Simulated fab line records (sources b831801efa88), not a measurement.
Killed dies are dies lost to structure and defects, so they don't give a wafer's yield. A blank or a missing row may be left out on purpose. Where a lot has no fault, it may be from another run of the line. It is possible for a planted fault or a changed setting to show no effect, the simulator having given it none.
What tool caused it? / flow gf180mcu / 36 wafers from 12 lots sampled at 4 of the route's 602 steps

WHAT EACH GAUGE READ, for each wafer
GF_NWELL_OVL_MEAS_07.
lot=L243; measured=day 3 17:44; on=overlay-01; NWELL_OVL (nm)=0.1 -1.0 0.7
lot=L244; measured=day 3 22:52; on=overlay-02; NWELL_OVL (nm)=4.9 1.4 1.4
lot=L245; measured=day 3 23:32; on=overlay-02; NWELL_OVL (nm)=1.8 2.4 -0.5
lot=L247; measured=day 4 11:23; on=overlay-02; NWELL_OVL (nm)=1.4 1.5 2.3
lot=L246; measured=day 4 12:01; on=overlay-01; NWELL_OVL (nm)=0.6 -0.6 0.6
lot=L254; measured=day 6 04:40; on=overlay-02; NWELL_OVL (nm)=-0.2 -0.5 1.6
lot=L256; measured=day 7 02:29; on=overlay-01; NWELL_OVL (nm)=-1.4 -1.4 -1.0
lot=L258; measured=day 7 02:50; on=overlay-02; NWELL_OVL (nm)=4.4 0.8 2.3
lot=L259; measured=day 7 08:16; on=overlay-02; NWELL_OVL (nm)=1.1 2.6 0.8
lot=L261; measured=day 7 12:32; on=overlay-01; NWELL_OVL (nm)=-1.5 0.1 0.2
lot=L263; measured=day 7 19:20; on=overlay-01; NWELL_OVL (nm)=-1.3 -1.3 -0.5
lot=L265; measured=day 8 08:08; on=overlay-02; NWELL_OVL (nm)=0.8 2.2 -0.2

GF_VT_IMPLANT_RS_MEAS_48: uses a four-point probe to measure.
lot=L243; measured=day 7 18:52; on=film-metro-04; LVPWELL_RS (ohm/sq)=1195.3 1193.7 1192.2
lot=L244; measured=day 8 00:37; on=film-metro-02; LVPWELL_RS (ohm/sq)=1196.1 1197.3 1197.0
lot=L245; measured=day 8 01:39; on=film-metro-01; LVPWELL_RS (ohm/sq)=1198.0 1200.0 1195.1
lot=L247; measured=day 8 15:40; on=film-metro-01; LVPWELL_RS (ohm/sq)=1191.9 1188.3 1191.2
lot=L246; measured=day 8 16:49; on=film-metro-04; LVPWELL_RS (ohm/sq)=1202.6 1199.5 1202.9
lot=L254; measured=day 11 01:33; on=film-metro-04; LVPWELL_RS (ohm/sq)=1209.8 1201.9 1201.6
lot=L256; measured=day 12 03:22; on=film-metro-02; LVPWELL_RS (ohm/sq)=1208.7 1197.6 1196.2
lot=L258; measured=day 12 04:04; on=film-metro-04; LVPWELL_RS (ohm/sq)=1200.1 1196.6 1198.0
lot=L259; measured=day 12 10:36; on=film-metro-01; LVPWELL_RS (ohm/sq)=1195.5 1196.7 1193.1
lot=L261; measured=day 12 17:22; on=film-metro-04; LVPWELL_RS (ohm/sq)=1194.4 1193.5 1196.6
lot=L263; measured=day 13 02:28; on=film-metro-02; LVPWELL_RS (ohm/sq)=1199.5 1193.0 1194.3
lot=L265; measured=day 13 17:28; on=film-metro-01; LVPWELL_RS (ohm/sq)=1193.7 1194.8 1196.6

WHICH TOOL RAN EACH LOT (tool, then ch and the chambers of the sampled wafers, then the start)
lot=L243; GF_DNWELL_STRIP_08=plasma-asher-04 ch 0,1, day 3 06:28; GF_LVPWELL_IMPLANT_08=implanter-01 ch 0, day 4 06:27
lot=L244; GF_DNWELL_STRIP_08=plasma-asher-01 ch 1, day 3 11:20; GF_LVPWELL_IMPLANT_08=implanter-04 ch 0, day 4 11:53
lot=L245; GF_DNWELL_STRIP_08=plasma-asher-04 ch 0,1, day 3 12:11; GF_LVPWELL_IMPLANT_08=implanter-01 ch 0, day 4 12:27
lot=L247; GF_DNWELL_STRIP_08=plasma-asher-01 ch 0,1, day 3 22:42; GF_LVPWELL_IMPLANT_08=implanter-03 ch 0, day 5 00:44
lot=L246; GF_DNWELL_STRIP_08=plasma-asher-03 ch 0, day 3 23:01; GF_LVPWELL_IMPLANT_08=implanter-03 ch 0, day 5 01:17
lot=L254; GF_DNWELL_STRIP_08=plasma-asher-03 ch 0,1, day 5 15:01; GF_LVPWELL_IMPLANT_08=implanter-03 ch 0, day 6 20:02
lot=L256; GF_DNWELL_STRIP_08=plasma-asher-03 ch 0,1, day 6 12:05; GF_LVPWELL_IMPLANT_08=implanter-03 ch 0, day 7 18:18
lot=L258; GF_DNWELL_STRIP_08=plasma-asher-01 ch 0,1, day 6 12:14; GF_LVPWELL_IMPLANT_08=implanter-04 ch 0, day 7 18:39
lot=L259; GF_DNWELL_STRIP_08=plasma-asher-03 ch 0,1, day 6 17:17; GF_LVPWELL_IMPLANT_08=implanter-04 ch 0, day 8 00:15
lot=L261; GF_DNWELL_STRIP_08=plasma-asher-03 ch 0,1, day 6 20:47; GF_LVPWELL_IMPLANT_08=implanter-01 ch 0, day 8 04:47
lot=L263; GF_DNWELL_STRIP_08=plasma-asher-01 ch 0,1, day 7 04:16; GF_LVPWELL_IMPLANT_08=implanter-04 ch 0, day 8 11:00
lot=L265; GF_DNWELL_STRIP_08=plasma-asher-03 ch 0,1, day 7 16:07; GF_LVPWELL_IMPLANT_08=implanter-04 ch 0, day 9 00:08
- GF_DNWELL_STRIP_08: strips in O2/N2.
- GF_LVPWELL_IMPLANT_08

AS READ BY THE TOOLS THEMSELVES (means over the sampled wafers that have a number; for cases with no such wafer, the mark the record gives instead)
GF_DNWELL_STRIP_08.
lot=L243; tool=plasma-asher-04; drypump-motor-current-A (A)=5.6; heater-power-w (W)=346; oes-product-au (a.u.)=0.722; strip-time-to-endpoint-s (s)=36.95
lot=L244; tool=plasma-asher-01; drypump-motor-current-A (A)=5.6; heater-power-w (W)=312; oes-product-au (a.u.)=0.722; strip-time-to-endpoint-s (s)=36.85
lot=L245; tool=plasma-asher-04; drypump-motor-current-A (A)=5.9; heater-power-w (W)=333; oes-product-au (a.u.)=0.719; strip-time-to-endpoint-s (s)=36.95
lot=L247; tool=plasma-asher-01; drypump-motor-current-A (A)=5.7; heater-power-w (W)=338; oes-product-au (a.u.)=0.720; strip-time-to-endpoint-s (s)=36.90
lot=L246; tool=plasma-asher-03; drypump-motor-current-A (A)=6.4; heater-power-w (W)=361; oes-product-au (a.u.)=0.718; strip-time-to-endpoint-s (s)=36.82
lot=L254; tool=plasma-asher-03; drypump-motor-current-A (A)=6.2; heater-power-w (W)=359; oes-product-au (a.u.)=0.725; strip-time-to-endpoint-s (s)=36.98
lot=L256; tool=plasma-asher-03; drypump-motor-current-A (A)=6.0; heater-power-w (W)=359; oes-product-au (a.u.)=0.722; strip-time-to-endpoint-s (s)=36.86
lot=L258; tool=plasma-asher-01; drypump-motor-current-A (A)=5.7; heater-power-w (W)=360; oes-product-au (a.u.)=0.728; strip-time-to-endpoint-s (s)=37.04
lot=L259; tool=plasma-asher-03; drypump-motor-current-A (A)=6.2; heater-power-w (W)=352; oes-product-au (a.u.)=0.722; strip-time-to-endpoint-s (s)=37.01
lot=L261; tool=plasma-asher-03; drypump-motor-current-A (A)=6.2; heater-power-w (W)=360; oes-product-au (a.u.)=0.726; strip-time-to-endpoint-s (s)=37.13
lot=L263; tool=plasma-asher-01; drypump-motor-current-A (A)=5.6; heater-power-w (W)=362; oes-product-au (a.u.)=0.720; strip-time-to-endpoint-s (s)=36.91
lot=L265; tool=plasma-asher-03; drypump-motor-current-A (A)=6.2; heater-power-w (W)=363; oes-product-au (a.u.)=0.724; strip-time-to-endpoint-s (s)=36.98

GF_LVPWELL_IMPLANT_08.
lot=L243; tool=implanter-01; tilt-deg (degrees)=0.001
lot=L244; tool=implanter-04; tilt-deg (degrees)=0.017
lot=L245; tool=implanter-01; tilt-deg (degrees)=0.007
lot=L247; tool=implanter-03; tilt-deg (degrees)=-0.002
lot=L246; tool=implanter-03; tilt-deg (degrees)=-0.016
lot=L254; tool=implanter-03; tilt-deg (degrees)=-0.015
lot=L256; tool=implanter-03; tilt-deg (degrees)=-0.010
lot=L258; tool=implanter-04; tilt-deg (degrees)=-0.007
lot=L259; tool=implanter-04; tilt-deg (degrees)=0.013
lot=L261; tool=implanter-01; tilt-deg (degrees)=0.000
lot=L263; tool=implanter-04; tilt-deg (degrees)=0.004
lot=L265; tool=implanter-04; tilt-deg (degrees)=0.016

THE ANSWER, worked out from the rows above alone
Rule: the lots themselves supply what counts as usual. Put in order of their means at a reading, lots are off if they are a third of the lots or fewer, leave a main group of 4 or more, and stand apart from it by a gap of 3 or more times the standard deviation of the main group's means; of several such gaps the widest counts. The tables above print the reading to a certain number of digits; a main group whose means all agree to those digits is not used. A lot without any number at a reading at which 4 lots or more have one is off too. Where the step has rows for the other lots, those lots are counted as sound. The gauges are gone through in route order, then the tools' own readings, and for those a lot's mean is taken as printed above. At the first step where some lot is off, the reading lying furthest off is the one used; lots without a number count as furthest.
Nothing can be told from this: no lot is off at any reading shown.

WHAT HAD BEEN PUT IN BY THE SIMULATOR
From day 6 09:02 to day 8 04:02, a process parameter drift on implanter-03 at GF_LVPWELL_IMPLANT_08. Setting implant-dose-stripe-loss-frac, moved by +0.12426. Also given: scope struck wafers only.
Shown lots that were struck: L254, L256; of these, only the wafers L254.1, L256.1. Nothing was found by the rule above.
